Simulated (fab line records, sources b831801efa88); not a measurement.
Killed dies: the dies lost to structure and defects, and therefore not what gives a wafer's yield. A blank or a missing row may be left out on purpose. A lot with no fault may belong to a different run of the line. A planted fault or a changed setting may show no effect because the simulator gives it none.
Which tool is to blame? | flow sky130 | route of 708 steps, sampled at 1 step: 6 lots, 18 wafers

WHAT EACH GAUGE READ, for each wafer
SKY_NWELL_THK_MEAS_02.
lot  | measured    | on            | NWELL_OXIDATION_THK (nm)
L567 | day 2 16:26 | film metro-02 | 9.75 9.76 9.88
L572 | day 3 20:02 | film metro-04 | 10.23 10.05 10.02
L579 | day 5 10:49 | film metro-02 | 9.86 9.94 10.02
L582 | day 6 01:10 | film metro-01 | 10.33 10.20 10.20
L584 | day 6 10:23 | film metro-01 | 9.91 9.58 9.82
L586 | day 7 00:58 | film metro-01 | 10.17 10.09 9.98

WHAT TOOL EACH LOT RAN ON (gives the tool, then ch and the chambers of the sampled wafers, and finally the start)
There is no process step in the record ahead of these readings.

THE ANSWER, worked out from the rows above alone
Rule: usual is defined by the lots themselves. Put in order of their means at a reading, lots are off if they are a third of the lots or fewer, leave a main group of 4 or more, and stand apart from it by a gap of 3 or more times the standard deviation of the main group's means; of several such gaps the widest counts. The tables above print the reading to a certain number of digits; a main group whose means all agree to those digits is not used. Also off: a lot with no number at a reading for which 4 or more lots have one. All remaining lots with rows at the step are treated as sound.
Nothing can be told from this: no lot is off at any reading shown.

WHAT THE SIMULATOR PUT IN
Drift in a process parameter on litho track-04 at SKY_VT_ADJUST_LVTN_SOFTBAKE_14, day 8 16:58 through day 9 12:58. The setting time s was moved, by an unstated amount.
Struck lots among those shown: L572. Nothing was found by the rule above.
